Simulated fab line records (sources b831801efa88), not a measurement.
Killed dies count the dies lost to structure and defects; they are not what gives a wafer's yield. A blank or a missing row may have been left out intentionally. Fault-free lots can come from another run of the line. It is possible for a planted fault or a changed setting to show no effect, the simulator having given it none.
fab line records ; flow sky130
record: lots: 6; wafers: 15; last_day: 50
route steps=708 shown LDD_P@263 LDD_HVN@267 LDD_HVP@278 PAD_OPEN@708
lots with no fault: from the same line, run without faults
start_h: hours from the record's opening day to when the first of the lot's shown wafers began ; wait_h: hours from the lot's prior step to this one ; " unchanged from the row above ; L1.1+2: several wafers, shown together as one row ; - no value, or no start was given ; * or withheld: withheld ; < > ~ a bound
route shown NAME@n: names a module that has steps shown in the file, with the first one's number in the route ; usual: mean and standard deviation over wafers with no fault ; same: alike in all rows ; chamber/n: place in a boat ; sites: each site's reading ; _std_site: their standard deviation ; _edge_site: mean of outer sites minus mean of inner sites ; radius_mm: for every site, how far away it sits from the centre of the wafer ; mask NAME#n: copy n ; behind: the tool/chamber that last shaped the wafer ; hold: why the lot was held/for how many hours/how that ended ; device: which transistor (n, p or np) failed to switch ; end of line: the route-end tests of the same wafers ; a step given without rows: its recipe and nothing more ; killed: count of dies lost to structure and defects at first sort (not the wafer's yield) ; map: a wafer's dies, x killed, . not, _ none there
set.NAME: the run value of the setting; set.NAME@STEP: its run value at that earlier step ; model.NAME: the simulator's own value behind a step, which no gauge read
lots seen at some steps along the route; tables by step, rows by wafer
services: when a tool's chamber went out of use (start_h, in hours from the record's first day, below 0 if earlier), for how many hours, and the reason
== steps ==
step: SKY_LDD_P_OVL_MEAS_08
usual: LDD_P_OVL: 0.9/1.3
lot.wafer;tool;chamber;start_h;wait_h;LDD_P_OVL[nm]
L974.3;overlay-01;-;513.29;0.1;-1.0
L974.5;overlay-01;-;513.29;0.1;-0.7
L974.6;overlay-01;-;513.29;0.1;-0.5
L979.4;overlay-02;-;533.39;0.1;0.0
L979.5;overlay-02;-;533.39;0.1;-0.9
L979.6;overlay-02;-;533.39;0.1;-0.2
L984.1;overlay-02;-;579.52;0.1;-0.1
L984.4;overlay-02;-;579.52;0.1;1.5
L985.5;overlay-02;-;584.41;0.0;-1.1
L987.3;overlay-01;-;605.85;0.1;1.4
L987.4;overlay-01;-;605.85;0.1;1.3
L987.5;overlay-01;-;605.85;0.1;1.6
L991.1;overlay-01;-;632.79;0.1;2.9
L991.3;overlay-01;-;632.79;0.1;3.5
L991.5;overlay-01;-;632.79;0.1;2.4
step: SKY_LDD_P_IMPLANT_09
recipe: species: BF2; energy_kev: 24.5; dose_cm2: 1e+13; tilt_deg: withheld
step: SKY_LDD_P_STRIP_10
recipe: chemistry: O2/N2; power_w: 1400; pressure_mtorr: 1500; platen_temp_c: withheld; o2_flow_sccm: 3000; n2_flow_sccm: 300; overash_fraction: 0.5
usual: drypump_motor_current_A: 5.86/0.26; oes_product_au: 0.715/0.0041; strip_time_to_endpoint_s: 14.18/0.039
lot.wafer;tool;chamber;start_h;wait_h;drypump_motor_current_A;oes_product_au;rf_hours_counter_h;strip_time_to_endpoint_s
L974.3;plasma_asher-04;0;513.51;0.1;5.59;0.712;-;14.19
L974.5;plasma_asher-04;1;513.51;0.1;6.19;0.717;-;14.16
L974.6;plasma_asher-04;0;513.51;0.1;5.60;0.716;-;14.21
L979.4;plasma_asher-04;1;533.59;0.1;6.15;0.715;-;14.20
L979.5;plasma_asher-04;0;533.59;0.1;5.59;0.710;-;14.19
L979.6;plasma_asher-04;1;533.59;0.1;6.19;0.711;-;14.20
L984.1;plasma_asher-02;0;579.71;0.1;5.61;0.722;92;14.26
L984.4;plasma_asher-02;1;579.71;0.1;5.81;0.719;-;14.28
L985.5;plasma_asher-04;0;584.64;0.1;5.58;0.713;-;14.18
L987.3;plasma_asher-04;0;606.06;0.1;5.58;0.714;-;14.20
L987.4;plasma_asher-04;1;606.06;0.1;6.18;0.716;-;14.17
L987.5;plasma_asher-04;0;606.06;0.1;5.59;0.713;-;14.20
L991.1;plasma_asher-01;1;632.97;0.1;6.31;0.716;49;14.19
L991.3;plasma_asher-01;0;632.97;0.1;5.96;0.714;-;14.18
L991.5;plasma_asher-01;1;632.97;0.1;6.30;0.721;-;14.17
step: SKY_LDD_P_TW_MEAS_11
usual: LDD_P_TW: 634/3.8
lot.wafer;tool;chamber;start_h;wait_h;LDD_P_TW
L974.3;film_metro-03;-;513.59;0.1;642
L974.5;film_metro-03;-;513.59;0.1;640
L974.6;film_metro-03;-;513.59;0.1;639
L979.4;film_metro-04;-;533.69;0.1;630
L979.5;film_metro-04;-;533.69;0.1;631
L979.6;film_metro-04;-;533.69;0.1;631
L984.1;film_metro-03;-;579.81;0.1;640
L984.4;film_metro-03;-;579.81;0.1;639
L985.5;film_metro-03;-;584.71;0.0;637
L987.3;film_metro-03;-;606.14;0.1;635
L987.4;film_metro-03;-;606.14;0.1;635
L987.5;film_metro-03;-;606.14;0.1;634
L991.1;film_metro-03;-;633.07;0.1;640
L991.3;film_metro-03;-;633.07;0.1;639
L991.5;film_metro-03;-;633.07;0.1;641
step: SKY_LDD_HVN_DEHYDRATE_00
recipe: temp_c: 200; time_s: 60
step: SKY_LDD_HVN_HMDS_01
recipe: prime_time_s: 60; prime_temp_c: 120
step: SKY_LDD_HVN_COAT_02
recipe: resist: NOVOLAK; spin_rpm: 3000; resist_thk_nm: 300
step: SKY_LDD_HVN_SOFTBAKE_03
recipe: temp_c: 90; time_s: 60; resist: NOVOLAK
step: SKY_LDD_HVN_EXPOSE_04
recipe: mask_id: HVNTM; na: 0.6; source_shape: conventional; sigma_outer: 0.6; polarization: unpolarized; target_cd_nm: 700; dose_mj: 127
step: SKY_LDD_HVN_PEB_05
recipe: temp_c: withheld; time_s: *; resist: NOVOLAK
step: SKY_LDD_HVN_DEVELOP_06
recipe: resist: NOVOLAK; developer: TMAH; develop_time_s: 60; dev_temp_c: 23
step: SKY_LDD_HVN_OVL_MEAS_07
usual: LDD_HVN_OVL: 0.3/1.5
lot.wafer;tool;chamber;start_h;wait_h;LDD_HVN_OVL[nm]
L974.3;overlay-01;-;544.27;0.1;1.5
L974.5;overlay-01;-;544.27;0.1;1.2
L974.6;overlay-01;-;544.27;0.1;1.1
L979.4;overlay-01;-;562.24;0.1;-1.0
L979.5;overlay-01;-;562.24;0.1;-1.2
L979.6;overlay-01;-;562.24;0.1;-0.7
L984.1;overlay-02;-;608.72;0.1;-0.6
L984.4;overlay-02;-;608.72;0.1;-1.8
L985.5;overlay-02;-;613.48;0.0;-1.2
L987.3;overlay-02;-;634.73;0.1;-0.3
L987.4;overlay-02;-;634.73;0.1;0.0
L987.5;overlay-02;-;634.73;0.1;-1.0
L991.1;overlay-02;-;661.87;0.1;0.1
L991.3;overlay-02;-;661.87;0.1;1.9
L991.5;overlay-02;-;661.87;0.1;0.7
step: SKY_LDD_HVN_IMPLANT_08
recipe: species: P; energy_kev: 60.33; dose_cm2: 3e+13; tilt_deg: 40
usual: beam_energy_keV: 60.328/0.018; beam_on_s: 9.98/0.21; faraday_current_uA: 170/3.5
lot.wafer;tool;chamber;start_h;wait_h;beam_energy_keV;beam_on_s;faraday_current_uA
L974.3;implanter-04;0;544.34;0.1;60.344;9.96;171
L974.5;implanter-04;0;544.34;0.1;60.328;10.04;168
L974.6;implanter-04;0;544.34;0.1;60.328;10.14;167
L979.4;implanter-01;0;562.33;0.1;60.343;9.84;172
L979.5;implanter-01;0;562.33;0.1;60.316;9.77;173
L979.6;implanter-01;0;562.33;0.1;60.321;10.07;169
L984.1;implanter-01;0;608.75;0.0;60.339;10.99;154
L984.4;implanter-01;0;608.75;0.0;60.299;11.02;153
L985.5;implanter-01;0;613.59;0.1;60.325;11.12;152
L987.3;implanter-04;0;634.80;0.1;60.296;9.95;170
L987.4;implanter-04;0;634.80;0.1;60.312;9.71;173
L987.5;implanter-04;0;634.80;0.1;60.331;9.88;171
L991.1;implanter-04;0;661.91;0.0;60.307;10.46;161
L991.3;implanter-04;0;661.91;0.0;60.331;9.91;171
L991.5;implanter-04;0;661.91;0.0;60.334;9.88;171
step: SKY_LDD_HVN_STRIP_09
recipe: chemistry: O2/N2; power_w: 1400; pressure_mtorr: 1500; platen_temp_c: withheld; o2_flow_sccm: 3000; n2_flow_sccm: 300; overash_fraction: 0.5
usual: drypump_motor_current_A: 5.8/0.32; oes_product_au: 0.409/0.0045; strip_time_to_endpoint_s: 4.134/0.017
lot.wafer;tool;chamber;start_h;wait_h;drypump_motor_current_A;oes_product_au;rf_hours_counter_h;strip_time_to_endpoint_s
L974.3;plasma_asher-03;1;544.47;0.1;5.4;0.410;-;4.148
L974.5;plasma_asher-03;1;544.47;0.1;5.4;0.407;-;4.147
L974.6;plasma_asher-03;0;544.47;0.1;5.6;0.414;-;4.160
L979.4;plasma_asher-04;0;562.44;0.1;5.6;0.416;-;4.140
L979.5;plasma_asher-04;0;562.44;0.1;5.6;0.414;-;4.124
L979.6;plasma_asher-04;1;562.44;0.1;6.2;0.411;-;4.147
L984.1;plasma_asher-04;0;608.90;0.1;5.6;0.409;19;4.109
L984.4;plasma_asher-04;1;608.90;0.1;6.2;0.410;-;4.113
L985.5;plasma_asher-04;0;613.71;0.1;5.6;0.410;-;4.145
L987.3;plasma_asher-03;1;634.94;0.1;5.4;0.408;-;4.144
L987.4;plasma_asher-03;0;634.94;0.1;5.7;0.411;-;4.142
L987.5;plasma_asher-03;1;634.94;0.1;5.4;0.415;-;4.169
L991.1;plasma_asher-03;1;662.06;0.1;5.4;0.410;82;4.129
L991.3;plasma_asher-03;0;662.06;0.1;5.6;0.411;-;4.153
L991.5;plasma_asher-03;0;662.06;0.1;5.6;0.413;-;4.151
step: SKY_LDD_HVN_TW_MEAS_10
usual: LDD_HVN_TW: 1440/12
lot.wafer;tool;chamber;start_h;wait_h;LDD_HVN_TW
L974.3;film_metro-03;-;544.56;0.1;1451
L974.5;film_metro-03;-;544.56;0.1;1448
L974.6;film_metro-03;-;544.56;0.1;1450
L979.4;film_metro-02;-;562.54;0.1;1431
L979.5;film_metro-02;-;562.54;0.1;1423
L979.6;film_metro-02;-;562.54;0.1;1430
L984.1;film_metro-03;-;609.00;0.1;1478
L984.4;film_metro-03;-;609.00;0.1;1477
L985.5;film_metro-02;-;613.78;0.0;1456
L987.3;film_metro-04;-;635.02;0.1;1444
L987.4;film_metro-04;-;635.02;0.1;1445
L987.5;film_metro-04;-;635.02;0.1;1450
L991.1;film_metro-04;-;662.16;0.1;1456
L991.3;film_metro-04;-;662.16;0.1;1462
L991.5;film_metro-04;-;662.16;0.1;1457
step: SKY_LDD_HVP_DEHYDRATE_00
recipe: temp_c: 200; time_s: 60
step: SKY_PAD_OPEN_PROBE_99
usual: killed_at_M0_to_M3: 43/7.5; killed_at_M4_up: 3.0/1.6; killed_at_contacts: 23/5.8; killed_at_front_end: 14/4.8; killed_at_other: 0.3/0.52; killed_dies: 84/9.1; killed_open: 47/7.2; killed_short: 37/5.8
same: gross_dies: 492; killed_at_back_side: 0
lot.wafer;tool;chamber;start_h;wait_h;killed_at_M0_to_M3;killed_at_M4_up;killed_at_contacts;killed_at_front_end;killed_at_other;killed_dies;killed_open;killed_short;model.etest.tip_n_5v.rs_ohm_sq
L974.3;prober-01;-;1137.57;0.2;40;3;24;27;0;94;52;42;1383
L974.5;prober-01;-;1137.67;0.2;41;2;17;17;1;78;47;31;1376
L974.6;prober-01;-;1137.72;0.2;43;5;17;20;1;86;42;44;1387
L979.4;prober-01;-;1143.79;0.2;51;7;17;14;2;91;57;34;1401
L979.5;prober-01;-;1143.84;0.2;42;1;21;12;1;77;40;37;1390
L979.6;prober-01;-;1143.89;0.2;42;3;30;6;0;81;42;39;1392
L984.1;prober-02;-;1171.58;0.1;46;2;24;6;0;78;49;29;1357
L984.4;prober-02;-;1171.73;0.2;53;1;20;23;0;97;55;42;1352
L985.5;prober-01;-;1174.79;0.2;38;3;26;14;0;81;51;30;1328
L987.3;prober-01;-;1184.08;0.2;64;2;15;10;0;91;51;40;1387
L987.4;prober-01;-;1184.13;0.2;47;3;20;15;0;85;49;36;1394
L987.5;prober-01;-;1184.18;0.2;51;1;13;12;0;77;50;27;1372
L991.1;prober-01;-;1199.49;0.1;37;1;33;19;0;90;54;36;1362
L991.3;prober-01;-;1199.59;0.2;33;2;39;20;1;95;47;48;1370
L991.5;prober-01;-;1199.69;0.2;47;4;38;15;0;104;60;44;1357
killed by level:class
L974.3 VIA1:geometric_particle:open=9 POLY_GATE:geometric_particle:open=8 FIELD_ISO:geometric_particle:open=7 LI_CONTACT:geometric_particle:open=6 CONTACT:geometric_particle:open=6 CONTACT:geometric_particle:short=5 VIA1:geometric_particle:short=5 POLY_GATE:geometric_particle:short=4
L974.5 VIA1:geometric_particle:open=13 VIA3:geometric_particle:open=8 CONTACT:geometric_particle:open=6 LI_CONTACT:geometric_particle:open=6 METAL2:geometric_particle:short=6 FIELD_ISO:geometric_particle:short=5 POLY_GATE:geometric_particle:open=5 VIA2:geometric_particle:open=5
L974.6 FIELD_ISO:geometric_particle:short=9 VIA1:geometric_particle:open=9 VIA2:geometric_particle:open=8 VIA3:geometric_particle:open=7 CONTACT:geometric_particle:open=6 METAL1:geometric_particle:short=6 LI_CONTACT:geometric_particle:open=5 METAL4:geometric_particle:short=5
L979.4 VIA1:geometric_particle:open=12 VIA2:geometric_particle:open=10 VIA3:geometric_particle:open=8 CONTACT:geometric_particle:open=6 METAL4:geometric_particle:short=5 FIELD_ISO:geometric_particle:open=4 FIELD_ISO:geometric_particle:short=4 LI_CONTACT:geometric_particle:open=4
L979.5 CONTACT:geometric_particle:open=9 VIA1:geometric_particle:open=9 METAL3:geometric_particle:short=7 METAL2:geometric_particle:short=5 LI_CONTACT:geometric_particle:open=5 LOCAL_INTERCONNECT:geometric_particle:short=5 METAL1:geometric_particle:short=5 FIELD_ISO:geometric_particle:open=4
L979.6 VIA1:geometric_particle:open=14 LOCAL_INTERCONNECT:geometric_particle:short=8 CONTACT:geometric_particle:open=8 LI_CONTACT:geometric_particle:open=7 VIA1:geometric_particle:short=6 CONTACT:geometric_particle:short=5 VIA3:geometric_particle:open=4 METAL1:geometric_particle:short=4
L984.1 VIA1:geometric_particle:open=16 CONTACT:geometric_particle:open=10 VIA1:geometric_particle:short=7 METAL2:geometric_particle:short=7 LI_CONTACT:geometric_particle:open=6 VIA3:geometric_particle:open=5 VIA2:geometric_particle:open=4 LOCAL_INTERCONNECT:geometric_particle:short=3
L984.4 VIA1:geometric_particle:open=14 FIELD_ISO:geometric_particle:short=9 FIELD_ISO:geometric_particle:open=8 VIA3:geometric_particle:open=8 VIA1:geometric_particle:short=7 CONTACT:geometric_particle:open=6 METAL2:geometric_particle:short=5 LI_CONTACT:geometric_particle:open=5
L985.5 CONTACT:geometric_particle:open=13 VIA3:geometric_particle:open=9 VIA2:geometric_particle:open=7 LI_CONTACT:geometric_particle:open=7 VIA1:geometric_particle:open=5 FIELD_ISO:geometric_particle:open=4 METAL1:geometric_particle:short=4 CONTACT:geometric_particle:short=4
L987.3 VIA1:geometric_particle:open=12 VIA2:geometric_particle:open=11 METAL1:geometric_particle:short=10 LI_CONTACT:geometric_particle:open=7 METAL2:geometric_particle:short=7 CONTACT:geometric_particle:open=6 VIA1:geometric_particle:short=6 VIA2:geometric_particle:short=6
L987.4 VIA2:geometric_particle:open=10 VIA1:geometric_particle:open=9 CONTACT:geometric_particle:open=9 VIA3:geometric_particle:open=6 FIELD_ISO:geometric_particle:short=5 VIA2:geometric_particle:short=5 CONTACT:geometric_particle:short=5 FIELD_ISO:geometric_particle:open=4
L987.5 VIA1:geometric_particle:open=16 CONTACT:geometric_particle:open=7 VIA3:geometric_particle:open=7 LI_CONTACT:geometric_particle:open=5 VIA1:geometric_particle:short=5 METAL3:geometric_particle:short=4 METAL1:geometric_particle:short=4 VIA2:geometric_particle:open=4
L991.1 CONTACT:geometric_particle:open=12 VIA1:geometric_particle:open=11 LI_CONTACT:geometric_particle:open=10 CONTACT:geometric_particle:short=8 VIA3:geometric_particle:open=5 FIELD_ISO:geometric_particle:short=4 POLY_GATE:geometric_particle:open=4 SPACER:geometric_particle:short=4
L991.3 CONTACT:geometric_particle:open=12 CONTACT:geometric_particle:short=10 LI_CONTACT:geometric_particle:open=9 VIA1:geometric_particle:open=9 FIELD_ISO:geometric_particle:open=5 POLY_GATE:geometric_particle:open=5 METAL1:geometric_particle:short=5 FIELD_ISO:geometric_particle:short=4
L991.5 CONTACT:geometric_particle:open=17 VIA1:geometric_particle:open=12 LI_CONTACT:geometric_particle:open=11 METAL2:geometric_particle:short=7 METAL1:geometric_particle:short=5 VIA2:geometric_particle:open=5 FIELD_ISO:geometric_particle:open=4 FIELD_ISO:geometric_particle:short=4
== services ==
tool;chamber;start_h;hours;kind
plasma_asher-03;-;490.70;1.2;repair
plasma_asher-01;-;509.06;10.3;pm
plasma_asher-01;-;531.64;4.3;pm
implanter-01;-;550.23;7.0;pm
plasma_asher-03;-;551.24;1.0;repair
plasma_asher-02;-;614.75;4.3;pm
implanter-04;-;629.79;3.8;pm
implanter-04;-;646.13;2.7;repair
plasma_asher-03;-;649.23;1.9;repair
== key ==
first_sign: step: SKY_LDD_HVN_IMPLANT_08; reading: beam_on_s; direction: up; sigmas: 5; usual: 9.98; struck: 11.04
effect: step: SKY_LDD_HVN_IMPLANT_08; reading: faraday_current_uA; direction: down; sigmas: 4.7; usual: 170; struck: 153
effect: step: SKY_LDD_HVN_TW_MEAS_10; reading: LDD_HVN_TW; direction: up; sigmas: 2.5; usual: 1440; struck: 1470
model_effect: step: SKY_PAD_OPEN_PROBE_99; value: etest.tip_n_5v.rs_ohm_sq; without: 1413; struck: 1345
met_at SKY_LDD_HVN_IMPLANT_08
struck_wafers L984.1,L984.4,L985.5
tester_left_out L984,L985
onset_between 562.33 608.75
fault: kind: process_parameter_drift; tool: implanter-01; chamber: -; onset_h: 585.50; steps: SKY_LDD_HVN_IMPLANT_08; channel: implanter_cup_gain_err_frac; offset: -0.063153; shape: step; end_h: 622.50
tester_left_out: of these lots the tester's yield and bins aren't shown, on N5 and GAA mostly nor the transistor test; their killed dies are dies lost to structure and defects alone, not to doping, threshold or leakage, so they don't give the yield
